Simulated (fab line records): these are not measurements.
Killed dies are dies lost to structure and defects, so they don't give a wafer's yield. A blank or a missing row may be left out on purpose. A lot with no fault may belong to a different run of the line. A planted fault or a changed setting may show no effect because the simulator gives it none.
Matching of chambers -- flow gf180mcu -- GF_POLY_GATE_ETCH_12 on rie-diel-03 has 4 sister chambers
The step etches BARC in N2/H2. 14 wafers are shown with their chamber, then 7 later ones without.

## WAFERS PAIRED WITH THEIR CHAMBERS
wafer,chamber,drypump-motor-current-A (A),n2-flow-sccm (sccm),throttle-valve-pct (%)
L721.3,2,4.8,99.92,13.222
L721.4,3,5.9,99.78,13.201
L721.6,0,5.4,100.12,13.208
L722.1,3,5.9,99.97,13.217
L722.2,2,4.8,100.13,13.216
L722.5,0,5.4,100.31,13.235
L724.2,1,5.5,99.69,13.208
L724.3,2,4.8,99.98,13.205
L724.5,2,4.8,99.38,13.219
L736.2,1,5.4,100.06,13.225
L736.4,3,5.9,100.23,13.211
L736.5,2,4.8,100.57,13.222
L737.1,1,5.5,99.49,13.203
L737.2,3,5.9,99.98,13.207

SIGNATURES (means of the wafers above)
reading,chamber 0,chamber 1,chamber 2,chamber 3,scatter within a chamber
drypump-motor-current-A,5.400,5.467,4.800,5.900,0.0258
n2-flow-sccm,100.2150,99.7467,99.9960,99.9900,0.319
throttle-valve-pct,13.22150,13.21200,13.21680,13.20900,0.00982
Rule: distance of a wafer from a chamber = root of the sum over the readings of ((wafer's reading minus chamber's mean) / reading's scatter) squared. The wafer belongs to the nearest chamber; if the next one is less than 2 further off, it can't be placed. The scatter: the root of (the sum of the squares of (reading less its chamber's mean) over the shown wafers, divided by (wafers less chambers)).

## WAFERS MISSING THEIR CHAMBER
wafer,drypump-motor-current-A (A),n2-flow-sccm (sccm),throttle-valve-pct (%)
L737.4,4.8,99.70,13.212
L738.1,4.8,99.72,13.224
L738.2,5.4,100.18,13.209
L738.3,5.5,100.33,13.228
L744.1,4.8,100.08,13.219
L744.2,5.9,99.96,13.205
L744.5,5.4,99.82,13.222

## WHICH CHAMBER EACH ONE RAN IN
wafer,from the rows above,in truth
L737.4,2,2
L738.1,2,2
L738.2,can't be placed: 0 or 1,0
L738.3,can't be placed: 1 or 0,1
L744.1,2,2
L744.2,3,3
L744.5,can't be placed: 0 or 1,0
Placed correctly: 4 of 7. Unplaceable from these rows: 3, with the true chamber sitting among the candidates in 3. 0 placed wrongly.
